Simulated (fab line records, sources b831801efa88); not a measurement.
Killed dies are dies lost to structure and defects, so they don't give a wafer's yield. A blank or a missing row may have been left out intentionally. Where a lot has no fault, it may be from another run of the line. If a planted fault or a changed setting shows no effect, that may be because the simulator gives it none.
Shared-tool check ; flow sky130 ; Lots sampled 12, wafers sampled 42

## WHY THIS WAS OPENED
2 of 12 lots carry a flag on the reading VT_ADJUST_HVTR_TW at SKY_VT_ADJUST_HVTR_TW_MEAS_11. Fault-free wafers read 209, with a standard deviation of 3.2.
Rule: a lot is flagged when every wafer of it that has a number lies more than 4 standard deviations from that mean, or none has a number. As for the other lots, they are considered sound.

lot;measured;on;VT_ADJUST_HVTR_TW, wafer by wafer;flag
L752;day 9 14:07;film-metro-01;209 209 210;
L754;day 10 05:33;film-metro-02;206 207 206;
L755;day 10 15:54;film-metro-01;208 209 210;
L756;day 11 00:07;film-metro-01;209 208 207;
L758;day 11 07:34;film-metro-04;215 216 213;
L759;day 11 15:32;film-metro-01;207 207 207;
L761;day 12 11:05;film-metro-01;208 208 208;
L766;day 13 19:29;film-metro-04;191 191 191 191 193 191;FLAGGED
L769;day 14 16:02;film-metro-04;193 193 193 194 192 194;FLAGGED
L772;day 15 16:32;film-metro-01;206 207 207;
L774;day 16 04:37;film-metro-02;206 206 207;
L775;day 16 10:56;film-metro-02;206 206 206;
The mean of the flagged lots' numbers is 192, -17 from the usual (-5 standard deviations).

## TOOL THAT RAN EACH LOT
2 process steps preceding the reading are held in the record, out of 708 steps in the route. Every cell lists first the tool, next ch and the chambers used by the sampled wafers, and last the start.
lot;flag;SKY_VT_ADJUST_HVTP_STRIP_10;SKY_VT_ADJUST_HVTR_IMPLANT_09
L752;;plasma-asher-01 ch 0,1, day 6 04:36;implanter-01 ch 0, day 9 13:52
L754;;plasma-asher-01 ch 1, day 6 18:47;implanter-01 ch 0, day 10 05:19
L755;;plasma-asher-01 ch 0,1, day 7 02:27;implanter-04 ch 0, day 10 15:40
L756;;plasma-asher-01 ch 0,1, day 7 10:30;implanter-02 ch 0, day 10 23:53
L758;;plasma-asher-01 ch 0,1, day 7 17:44;implanter-02 ch 0, day 11 07:20
L759;;plasma-asher-01 ch 0,1, day 7 23:17;implanter-01 ch 0, day 11 15:19
L761;;plasma-asher-02 ch 0,1, day 8 18:27;implanter-04 ch 0, day 12 10:50
L766;FLAGGED;plasma-asher-02 ch 0,1, day 9 17:55;implanter-04 ch 0, day 13 19:16
L769;FLAGGED;plasma-asher-02 ch 1, day 10 12:30;implanter-04 ch 0, day 14 15:49
L772;;plasma-asher-01 ch 0,1, day 11 10:22;implanter-02 ch 0, day 15 16:19
L774;;plasma-asher-02 ch 0,1, day 11 20:22;implanter-02 ch 0, day 16 04:22
L775;;plasma-asher-01 ch 0,1, day 12 02:05;implanter-02 ch 0, day 16 10:42
What the steps here do:
- SKY_VT_ADJUST_HVTP_STRIP_10: strips in O2/N2.
- SKY_VT_ADJUST_HVTR_IMPLANT_09
- SKY_VT_ADJUST_HVTR_TW_MEAS_11

## FLAGGED OVER TOTAL, TOOL BY TOOL (the gauges that took the reading come last)
step;tool;lots run;flagged;share of the flagged lots;sound lots run after its first flagged lot
SKY_VT_ADJUST_HVTP_STRIP_10;plasma-asher-01;8;0;none;-
SKY_VT_ADJUST_HVTP_STRIP_10;plasma-asher-02;4;2;all;1 (L774)
SKY_VT_ADJUST_HVTR_IMPLANT_09;implanter-01;3;0;none;-
SKY_VT_ADJUST_HVTR_IMPLANT_09;implanter-02;5;0;none;-
SKY_VT_ADJUST_HVTR_IMPLANT_09;implanter-04;4;2;all;0
SKY_VT_ADJUST_HVTR_TW_MEAS_11;film-metro-01;6;0;none;-
SKY_VT_ADJUST_HVTR_TW_MEAS_11;film-metro-02;3;0;none;-
SKY_VT_ADJUST_HVTR_TW_MEAS_11;film-metro-04;3;2;all;0

## WHAT THE TABLE PERMITS
3 rows of the table ran every flagged lot: plasma-asher-02 at SKY_VT_ADJUST_HVTP_STRIP_10, implanter-04 at SKY_VT_ADJUST_HVTR_IMPLANT_09, film-metro-04 at SKY_VT_ADJUST_HVTR_TW_MEAS_11.
- plasma-asher-02 at SKY_VT_ADJUST_HVTP_STRIP_10 ran 4 lots, 2 of them flagged. Sound lots followed the first flagged one (L774) on it, something a lasting fault affecting the whole tool could not allow.
- implanter-04 at SKY_VT_ADJUST_HVTR_IMPLANT_09 ran 4 lots, 2 of them flagged. Last sound lot L761 at day 12 10:50, first flagged lot L766 at day 13 19:16; a fault beginning in between fits. Its own readings (dose-ions-cm2, faraday-current-uA) fall more than 4 standard deviations out on all wafers of the flagged lots.
- film-metro-04 at SKY_VT_ADJUST_HVTR_TW_MEAS_11 ran 3 lots, 2 of them flagged. Last sound lot L758 at day 11 07:34, first flagged lot L766 at day 13 19:29; a fault beginning in between fits.
These 2 tools cannot be told apart by counting lots, since each of them fits a fault that started at some hour. More lots, or a look at what each step does to the wafer, might.

## WHAT HAD BEEN PUT IN BY THE SIMULATOR
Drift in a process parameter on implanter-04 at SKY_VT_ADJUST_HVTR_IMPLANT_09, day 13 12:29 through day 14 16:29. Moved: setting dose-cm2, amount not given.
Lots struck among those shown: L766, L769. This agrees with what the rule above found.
